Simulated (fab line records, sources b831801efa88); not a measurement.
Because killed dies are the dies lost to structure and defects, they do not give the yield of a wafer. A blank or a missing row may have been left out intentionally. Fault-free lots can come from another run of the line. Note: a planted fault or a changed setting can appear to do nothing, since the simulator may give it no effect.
fab line records	flow sky130
record: lots: 7	wafers: 21	lastDay: 49
route steps=708 shown METAL3@561 VIA3@573 PAD_OPEN@708
lots that met no fault: taken from a fault-free run of the same line
startH: the number of hours between the record's first day and the start of the first shown wafer of the lot	waitH: hours from the lot's prior step to this one	" unchanged from the row above	L1.1+2: a row that stands for several wafers	- no value, or no start was given	* or withheld: withheld	< > ~ a bound
route shown NAME@n: a module of which the file shows steps, and the number in the route of the first	usual: mean/standard deviation taken from wafers without a fault	same: alike in all rows	chamber/n: place in a boat	sites: per-site readings	_std_site: the standard deviation of these	_edge_site: outer sites' mean less inner sites'	radiusMm: how far each site lies from the wafer's centre	mask NAME#n: copy n	behind: the most recent tool/chamber to have shaped the wafer	hold: what put the lot on hold/how long, in hours/how the hold closed	device: which transistor (n, p or np) failed to switch	end of line: the same wafers' tests at the end of the route	a step given without rows: its recipe and nothing more	killed: the dies lost at the first sort to structure and to defects; this is not the yield of the wafer	map: shows each die of a wafer: x if killed, . if not, _ if none is there
set.NAME: the run value of the setting; set.NAME@STEP: its run value at that earlier step	model.NAME: the simulator's own value behind a step, which no gauge read
lots seen at some steps along the route; tables by step, rows by wafer
services: from which hour (startH, from the record's first day; less than 0 if before it) a tool's chamber was out of use, for how many hours, and why
== steps ==
step: SKY_METAL3_PEB_11
recipe: pebTempC: withheld	pebTimeS: withheld	resist: KrF-thick
step: SKY_METAL3_DEVELOP_12
recipe: developTimeS: 60	resist: KrF-thick	devTempC: 21
step: SKY_METAL3_CD_MEAS_13
recipe: targetCdNm: 300
usual: cdNm: 299.9/1.2
lot.wafer	tool	chamber	startH	waitH	cdNm
L794.1	cdSem-01	-	900.75	-	299.9
L794.2	"	-	"	"	299.1
L794.3	"	-	"	"	298.9
L799.2	cdSem-01	-	947.08	-	302.8
L799.5	"	-	"	"	300.5
L799.6	"	-	"	"	301.9
L802.1	cdSem-02	-	976.36	-	299.2
L802.5	"	-	"	"	298.0
L802.6	"	-	"	"	298.5
L804.1	cdSem-02	-	983.84	-	301.8
L804.5	"	-	"	"	302.1
L804.6	"	-	"	"	301.7
L805.1	cdSem-01	-	985.09	-	300.0
L805.3	"	-	"	"	300.2
L805.6	"	-	"	"	300.0
L807.1	cdSem-01	-	1005.95	-	301.7
L807.2	"	-	"	"	301.8
L807.6	"	-	"	"	300.8
L811.1	cdSem-02	-	1029.40	-	299.7
L811.2	"	-	"	"	300.4
L811.6	"	-	"	"	300.7
step: SKY_METAL3_OVL_MEAS_14
usual: METAL3_OVL: -1/4.5
lot.wafer	tool	chamber	startH	waitH	METAL3_OVL[nm]
L794.1	overlay-02	-	900.87	0.1	3
L794.2	"	-	"	"	1
L794.3	"	-	"	"	5
L799.2	overlay-02	-	947.19	0.1	0
L799.5	"	-	"	"	2
L799.6	"	-	"	"	-1
L802.1	overlay-02	-	976.48	0.1	-5
L802.5	"	-	"	"	-4
L802.6	"	-	"	"	8
L804.1	overlay-01	-	983.96	0.1	-3
L804.5	"	-	"	"	-2
L804.6	"	-	"	"	-4
L805.1	overlay-02	-	985.21	0.1	-3
L805.3	"	-	"	"	1
L805.6	"	-	"	"	-2
L807.1	overlay-02	-	1006.07	0.1	-9
L807.2	"	-	"	"	2
L807.6	"	-	"	"	-1
L811.1	overlay-02	-	1029.52	0.1	-6
L811.2	"	-	"	"	1
L811.6	"	-	"	"	-5
step: SKY_METAL3_DESCUM_15
recipe: chemistry: O2	sourcePowerW: 150	biasPowerW: 0	pressureMtorr: 10	tempC: 40	timeS: 8
step: SKY_METAL3_ETCH_16
recipe: chemistry: N2/H2	target: BARC	ionEnergyEv: 200	biasW: 100	pressureMtorr: 30	n2FlowSccm: 100	h2FlowSccm: 200	icpW: 500	stopOn: SiO2	timeS: 88.2	targetDepthA: 600
usual: chamberPressureMTorr: 30.00/0.035	drypumpMotorCurrentA: 5.9/0.57	heBacksideLeakSccm: 3.6/0.4	oesProductAu: 0.625/0.0045	throttleValvePct: 13.206/0.0083
lot.wafer	tool	chamber	startH	waitH	chamberPressureMTorr	drypumpMotorCurrentA	heBacksideLeakSccm	oesProductAu	rfHoursCounterH	throttleValvePct
L794.1	rieMetal-02	0	900.94	0.0	29.99	5.0	3.5	0.618	3	13.197
L794.2	"	1	"	"	29.95	6.6	3.6	0.628	6	13.210
L794.3	"	1	"	"	30.03	6.6	3.6	0.623	-	13.202
L799.2	rieMetal-02	1	947.25	0.0	30.04	6.6	3.7	0.620	9	13.207
L799.5	"	1	"	"	30.02	6.6	3.5	0.634	-	13.199
L799.6	"	0	"	"	29.99	5.0	3.5	0.620	-	13.219
L802.1	rieMetal-03	1	976.55	0.0	30.01	6.2	3.5	0.630	17	13.216
L802.5	"	0	"	"	29.96	6.0	3.3	0.623	-	13.203
L802.6	"	1	"	"	30.03	6.2	3.5	0.626	-	13.201
L804.1	rieMetal-02	0	984.02	0.0	30.03	5.0	3.4	0.628	7	13.207
L804.5	"	1	"	"	29.99	6.6	3.4	0.624	-	13.212
L804.6	"	0	"	"	29.99	5.0	3.5	0.622	-	13.213
L805.1	rieMetal-01	1	985.27	0.0	30.05	6.0	3.8	0.628	6	13.216
L805.3	"	0	"	"	30.05	6.1	3.4	0.633	-	13.202
L805.6	"	1	"	"	30.02	6.0	3.7	0.625	-	13.196
L807.1	rieMetal-03	0	1006.14	0.0	29.99	6.0	3.4	0.628	3	13.197
L807.2	"	1	"	"	29.99	6.2	3.4	0.623	19	13.214
L807.6	"	1	"	"	30.01	6.3	3.6	0.627	-	13.211
L811.1	rieMetal-03	0	1029.59	0.0	29.99	6.0	3.3	0.629	4	13.199
L811.2	"	1	"	"	29.99	6.2	3.5	0.629	20	13.217
L811.6	"	1	"	"	30.02	6.3	3.3	0.626	-	13.206
step: SKY_METAL3_ETCH_17
recipe: target: SiO2	stopOn: TiN	chemistry: C4F8/O2/Ar	sourceW: 1500	biasW: 1200	pressureMtorr: 40	c4f8FlowSccm: withheld	O2_flow_sccm: 6	Ar_flow_sccm: 300	timeS: 3.9	targetDepthA: 150
usual: chamberPressureMTorr: 40.00/0.038	oesProductAu: 0.754/0.0074
lot.wafer	tool	chamber	startH	waitH	chamberPressureMTorr	oesProductAu	rfHoursCounterH
L794.1	rieDiel-01	2	901.04	0.1	39.99	0.747	10
L794.2	"	3	"	"	39.99	0.748	10
L794.3	"	0	"	"	39.96	0.751	2
L799.2	rieDiel-04	0	947.35	0.1	39.98	0.762	21
L799.5	"	1	"	"	40.02	0.765	-
L799.6	"	2	"	"	40.08	0.763	-
L802.1	rieDiel-04	2	976.65	0.1	40.00	0.747	16
L802.5	"	0	"	"	40.03	0.756	-
L802.6	"	3	"	"	39.94	0.751	-
L804.1	rieDiel-02	1	984.12	0.1	40.02	0.749	22
L804.5	"	1	"	"	39.96	0.756	-
L804.6	"	2	"	"	40.03	0.754	-
L805.1	rieDiel-02	2	985.37	0.1	40.01	0.746	17
L805.3	"	1	"	"	40.00	0.743	22
L805.6	"	2	"	"	40.01	0.757	-
L807.1	rieDiel-01	0	1006.24	0.1	40.07	0.748	5
L807.2	"	2	"	"	39.98	0.756	13
L807.6	"	0	"	"	39.98	0.754	-
L811.1	rieDiel-02	3	1029.69	0.1	40.08	0.752	25
L811.2	"	0	"	"	40.06	0.742	11
L811.6	"	2	"	"	40.04	0.757	-
step: SKY_METAL3_METAL_ETCH_18
recipe: targetDepthA: 8450	stopOn: SiO2	overEtchFrac: 0.3	timeS: 183.1	chemistry: Cl2/BCl3	resistSidewallDeg: 88	pressureMtorr: 10	icpW: 900	biasW: 48.5	Cl2_flow_sccm: 60	bcl3FlowSccm: 30
usual: bcl3FlowSccm: 29.99/0.085	chamberPressureMTorr: 10.000/0.0088	drypumpMotorCurrentA: 6.0/0.48	heBacksideLeakSccm: 3.53/0.3	oesProductAu: 0.868/0.0056	throttleValvePct: 22.266/0.0079
lot.wafer	tool	chamber	startH	waitH	bcl3FlowSccm	chamberPressureMTorr	drypumpMotorCurrentA	heBacksideLeakSccm	oesProductAu	rfHoursCounterH	throttleValvePct
L794.1	rieMetal-01	0	901.05	0.0	29.98	9.996	6.1	3.39	0.867	5	22.245
L794.2	"	1	"	"	30.01	10.004	6.0	3.25	0.871	2	22.266
L794.3	"	1	"	"	30.07	10.002	6.0	3.40	0.864	-	22.264
L799.2	rieMetal-03	1	947.43	0.1	29.95	10.008	6.3	3.56	0.860	-	22.250
L799.5	"	1	"	"	29.95	10.006	6.2	3.32	0.862	-	22.258
L799.6	"	1	"	"	30.05	10.003	6.2	3.42	0.868	-	22.276
L802.1	rieMetal-02	1	976.67	0.0	30.12	9.979	6.6	3.28	0.873	10	22.264
L802.5	"	1	"	"	30.21	10.003	6.6	3.43	0.870	-	22.258
L802.6	"	1	"	"	30.08	9.986	6.6	3.38	0.876	-	22.254
L804.1	rieMetal-03	1	984.14	0.0	30.05	9.991	6.2	3.41	0.867	18	22.260
L804.5	"	1	"	"	30.12	10.019	6.3	3.41	0.865	-	22.269
L804.6	"	0	"	"	30.00	9.991	6.0	3.24	0.862	-	22.275
L805.1	rieMetal-02	1	985.39	0.0	30.02	9.989	6.6	3.56	0.870	11	22.268
L805.3	"	0	"	"	29.90	9.990	5.0	3.60	0.871	-	22.267
L805.6	"	1	"	"	29.99	10.001	6.6	3.53	0.867	-	22.268
L807.1	rieMetal-02	0	1006.25	0.0	29.97	9.996	5.0	3.43	0.862	9	22.271
L807.2	"	1	"	"	30.06	10.005	6.6	3.75	0.871	12	22.280
L807.6	"	1	"	"	30.10	10.009	6.6	3.99	0.860	-	22.269
L811.1	rieMetal-02	0	1029.71	0.0	30.00	10.017	5.0	3.51	0.879	10	22.277
L811.2	"	1	"	"	30.01	9.999	6.6	3.62	0.876	14	22.276
L811.6	"	0	"	"	29.88	10.015	5.0	3.68	0.870	-	22.264
step: SKY_METAL3_STRIP_19
recipe: chemistry: O2/N2	powerW: 1400	pressureMtorr: 1500	platenTempC: withheld	o2FlowSccm: 3000	n2FlowSccm: 300	overashFraction: 0.5
usual: chamberPressureMTorr: 1499.9/1.3	drypumpMotorCurrentA: 5.9/0.52	oesProductAu: 0.502/0.0066	stripTimeToEndpointS: 6.53/0.12
lot.wafer	tool	chamber	startH	waitH	chamberPressureMTorr	drypumpMotorCurrentA	oesProductAu	rfHoursCounterH	stripTimeToEndpointS
L794.1	plasmaAsher-04	0	901.23	0.1	1499.1	6.5	0.506	46	6.69
L794.2	"	1	"	"	1499.1	6.2	0.511	46	6.63
L794.3	"	0	"	"	1498.6	6.5	0.503	-	6.59
L799.2	plasmaAsher-02	0	947.72	0.2	1500.4	5.6	0.495	109	6.33
L799.5	"	1	"	"	1499.2	5.8	0.501	-	6.40
L799.6	"	0	"	"	1501.4	5.6	0.492	-	6.35
L802.1	plasmaAsher-02	1	977.02	0.3	1498.7	5.8	0.504	113	6.62
L802.5	"	1	"	"	1500.7	5.8	0.516	-	6.68
L802.6	"	0	"	"	1501.3	5.6	0.504	-	6.58
L804.1	plasmaAsher-04	1	984.32	0.1	1501.4	6.2	0.496	54	6.37
L804.5	"	0	"	"	1500.5	6.5	0.499	-	6.39
L804.6	"	1	"	"	1501.5	6.2	0.500	-	6.54
L805.1	plasmaAsher-02	1	985.57	0.1	1499.3	5.8	0.510	114	6.74
L805.3	"	1	"	"	1498.9	5.8	0.501	-	6.59
L805.6	"	1	"	"	1501.5	5.8	0.511	-	6.69
L807.1	plasmaAsher-02	1	1006.43	0.1	1500.3	5.8	0.496	116	6.59
L807.2	"	0	"	"	1497.9	5.6	0.501	116	6.63
L807.6	"	0	"	"	1497.9	5.6	0.508	-	6.67
L811.1	plasmaAsher-01	0	1029.88	0.1	1500.9	4.8	0.503	29	6.55
L811.2	"	1	"	"	1500.9	6.2	0.511	29	6.59
L811.6	"	0	"	"	1500.3	4.8	0.504	-	6.48
step: SKY_METAL3_STRIP_20
recipe: chemistry: postEtchResidueRemover	timeS: 1200	tempC: 72.5
step: SKY_METAL3_CLEAN_21
recipe: chemistry: IPA	timeS: 180	tempC: 25
step: SKY_METAL3_CLEAN_22
recipe: chemistry: O3/DIW	dry: n2Spin
step: SKY_VIA3_HDPCVD_00
recipe: material: SiO2	targetThkNm: 1635	sigmaOpenFrac: 0.3	timeS: 261.3	tempC: 400	sih4FlowSccm: 60	pressureMtorr: 6
lot.wafer	tool	chamber	startH	waitH	model.SiO2_of_VIA3_HDPCVD_00.thkNm
L794.1	hdpcvd-02	0	901.86	0.0	1561
L794.2	"	1	"	"	1562
L794.3	"	2	"	"	1572
L799.2	hdpcvd-01	0	948.32	0.0	1571
L799.5	"	0	"	"	1553
L799.6	"	1	"	"	1522
L802.1	hdpcvd-01	0	977.66	0.0	1570
L802.5	"	0	"	"	2397
L802.6	"	1	"	"	2386
L804.1	hdpcvd-01	2	985.00	0.0	1584
L804.5	"	2	"	"	2410
L804.6	"	0	"	"	2415
L805.1	hdpcvd-01	0	986.25	0.0	1602
L805.3	"	2	"	"	1591
L805.6	"	1	"	"	2383
L807.1	hdpcvd-02	2	1007.06	0.0	1548
L807.2	"	0	"	"	1559
L807.6	"	0	"	"	1578
L811.1	hdpcvd-02	2	1030.47	0.0	1554
L811.2	"	1	"	"	1583
L811.6	"	2	"	"	1555
step: SKY_VIA3_THK_MEAS_01
recipe: reads: SiO2_of_VIA3_HDPCVD_00
usual: VIA3_HDPCVD_THK: 1573/19
lot.wafer	tool	chamber	startH	waitH	VIA3_HDPCVD_THK[nm]
L794.1	filmMetro-03	-	902.03	0.1	1562
L794.2	"	-	"	"	1563
L794.3	"	-	"	"	1571
L799.2	filmMetro-04	-	948.50	0.1	1571
L799.5	"	-	"	"	1554
L799.6	"	-	"	"	1523
L802.1	filmMetro-02	-	977.82	0.1	1570
L802.5	"	-	"	"	2397
L802.6	"	-	"	"	2385
L804.1	filmMetro-02	-	985.17	0.1	1583
L804.5	"	-	"	"	2412
L804.6	"	-	"	"	2415
L805.1	filmMetro-04	-	986.41	0.1	1603
L805.3	"	-	"	"	1591
L805.6	"	-	"	"	2384
L807.1	filmMetro-03	-	1007.23	0.1	1548
L807.2	"	-	"	"	1561
L807.6	"	-	"	"	1577
L811.1	filmMetro-03	-	1030.64	0.1	1553
L811.2	"	-	"	"	1583
L811.6	"	-	"	"	1555
step: SKY_VIA3_CMP_02
recipe: material: SiO2	downForcePsi: 4	platenRpm: 60	padVelocityMS: 0.94248
usual: motorCurrentA: 12.6/1.7	retainingRingPressureFrac: 1.000/0.0052
lot.wafer	tool	chamber	startH	waitH	motorCurrentA	retainingRingPressureFrac
L794.3	cmp-01	0	902.09	0.0	15.2	0.997
L794.2	"	2	"	"	12.1	1.003
L794.1	"	3	"	"	11.3	1.010
L799.2	cmp-02	1	948.55	0.0	12.4	0.999
L799.6	"	1	"	"	12.3	0.995
L799.5	"	2	"	"	9.9	0.997
L802.1	cmp-02	0	977.93	0.1	14.8	1.002
L802.5	"	3	"	"	11.3	0.997
L802.6	"	0	"	"	14.8	1.000
L804.1	cmp-02	0	985.28	0.1	14.8	1.006
L804.6	"	3	"	"	12.1	1.010
L804.5	"	0	"	"	14.9	1.000
L805.1	cmp-02	1	986.47	0.1	12.4	1.000
L805.3	"	0	"	"	14.9	0.993
L805.6	"	1	"	"	12.6	0.998
L807.2	cmp-02	2	1007.29	0.0	10.4	0.998
L807.1	"	0	"	"	15.1	0.993
L807.6	"	2	"	"	10.6	0.997
L811.1	cmp-02	3	1030.75	0.1	12.1	1.006
L811.2	"	0	"	"	14.8	1.002
L811.6	"	3	"	"	12.2	0.998
step: SKY_PAD_OPEN_PROBE_99
usual: defectLimitedYield: 82.4/1.7	killed_at_M0_to_M3: 43/6.4	killed_at_M4_up: 3.5/1.8	killedAtContacts: 25/5.7	killedAtFrontEnd: 15/3.9	killedAtOther: 0.3/0.67	killedDies: 87/8.6	killedOpen: 47/6.7	killedShort: 39/5.9	sort_bin_3_pad_short: 0.9/0.43	sort_bin_5_function: 10.4/1.3	sort_bin_6_memory: 6.3/1.1	sortNPass: 405/8.6	sortYieldPct: 82.4/1.7
same: grossDies: 492	killedAtBackSide: 0	sort_bin_4_leakage[%]: 0	sort_bin_8_speed[%]: 0
lot.wafer	tool	chamber	startH	waitH	defectLimitedYield[%]	killed_at_M0_to_M3	killed_at_M4_up	killedAtContacts	killedAtFrontEnd	killedAtOther	killedDies	killedOpen	killedShort	sort_bin_3_pad_short[%]	sort_bin_5_function[%]	sort_bin_6_memory[%]	sortNPass	sortYieldPct[%]
L805.1	prober-02	-	1144.33	0.1	86.8	31	2	20	12	0	65	37	28	0.4	9.1	3.7	427	86.8
L805.3	prober-02	-	1144.43	0.2	83.9	39	4	21	15	0	79	39	40	0.6	10.8	4.7	413	83.9
L805.6	prober-02	-	1144.58	0.2	82.1	45	3	25	15	0	88	54	34	1.0	11.8	5.1	404	82.1
L807.1	prober-02	-	1159.86	0.1	84.1	38	2	26	11	1	78	37	41	1.4	8.3	6.1	414	84.1
L807.2	prober-02	-	1159.91	0.1	83.7	46	2	16	16	0	80	44	36	0.6	9.8	5.9	412	83.7
L807.6	prober-02	-	1160.11	0.2	82.7	49	2	16	16	2	85	44	40	0.6	10.8	5.9	407	82.7
killed by level:class
L805.1 CONTACT:geometricParticle:open=8 VIA1:geometricParticle:open=8 POLY_GATE:geometricParticle:open=5 POLY_GATE:geometricParticle:short=5 LI_CONTACT:geometricParticle:open=5 CONTACT:geometricParticle:short=4 METAL2:geometricParticle:short=4 VIA2:geometricParticle:open=4
L805.3 LI_CONTACT:geometricParticle:open=8 VIA1:geometricParticle:open=7 POLY_GATE:geometricParticle:open=6 METAL1:geometricParticle:short=6 METAL2:geometricParticle:short=5 VIA3:geometricParticle:open=5 CONTACT:geometricParticle:open=4 METAL4:geometricParticle:short=4
L805.6 CONTACT:geometricParticle:open=10 VIA3:geometricParticle:open=9 METAL1:geometricParticle:short=8 VIA2:geometricParticle:open=8 LI_CONTACT:geometricParticle:short=7 LI_CONTACT:geometricParticle:open=7 VIA1:geometricParticle:open=6 METAL2:geometricParticle:short=6
L807.1 LOCAL_INTERCONNECT:geometricParticle:short=8 VIA3:geometricParticle:open=8 LI_CONTACT:geometricParticle:open=6 VIA1:geometricParticle:open=6 POLY_GATE:geometricParticle:short=5 CONTACT:geometricParticle:open=5 METAL1:geometricParticle:short=5 METAL2:geometricParticle:short=5
L807.2 VIA1:geometricParticle:open=9 VIA3:geometricParticle:open=8 VIA2:geometricParticle:open=8 FIELD_ISO:geometricParticle:short=7 CONTACT:geometricParticle:open=5 LOCAL_INTERCONNECT:geometricParticle:open=4 METAL1:geometricParticle:short=4 METAL2:geometricParticle:short=4
L807.6 VIA1:geometricParticle:open=12 METAL2:geometricParticle:short=11 VIA3:geometricParticle:open=7 CONTACT:geometricParticle:open=6 POLY_GATE:geometricParticle:open=5 LOCAL_INTERCONNECT:geometricParticle:short=4 VIA1:geometricParticle:short=4 VIA2:geometricParticle:open=4
== services ==
tool	chamber	startH	hours	kind
rieDiel-02	-	895.10	0.4	repair
plasmaAsher-02	-	912.93	1.5	repair
cmp-02	-	913.61	4.0	pm
rieDiel-02	2	916.73	6.5	repair
rieDiel-02	3	917.00	6.9	repair
cmp-02	-	918.68	20.2	repair
plasmaAsher-04	-	928.03	14.6	pm
cmp-02	-	928.05	4.3	repair
hdpcvd-01	0	930.33	6.8	repair
hdpcvd-02	-	950.25	15.0	pm
cmp-02	-	952.83	0.2	repair
rieDiel-04	-	967.47	0.3	repair
rieDiel-04	1	970.01	1.6	repair
rieMetal-02	0	972.21	8.2	repair
cmp-02	-	975.12	0.9	repair
rieDiel-02	3	978.28	16.7	repair
rieDiel-01	2	988.82	9.7	repair
hdpcvd-01	2	990.28	16.4	repair
cmp-02	-	994.59	3.7	pm
rieDiel-01	-	998.96	2.8	pm
rieDiel-04	-	1003.82	10.0	pm
hdpcvd-01	0	1018.87	3.7	repair
cmp-02	-	1028.52	1.4	repair
plasmaAsher-02	-	1030.45	17.8	repair
== key ==
firstSign: step: SKY_VIA3_THK_MEAS_01	reading: VIA3_HDPCVD_THK	direction: up	sigmas: 45	usual: 1573	struck: 2399
effect none on later readings
modelEffect: step: SKY_VIA3_HDPCVD_00	value: SiO2_of_VIA3_HDPCVD_00.thkNm	without: 1572	struck: 2398
metAt SKY_VIA3_HDPCVD_00
struckWafers L802.5,L802.6,L804.5,L804.6,L805.6
onsetBetween 948.32 977.66
fault: kind: processParameterDrift	tool: hdpcvd-01	chamber: -	onsetH: 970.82	steps: SKY_VIA3_HDPCVD_00	channel: targetThkNm	offset: 861.43	shape: step	endH: 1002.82	scope: struckWafersOnly	actsIn: theseRecipesOnly	stated: 1635
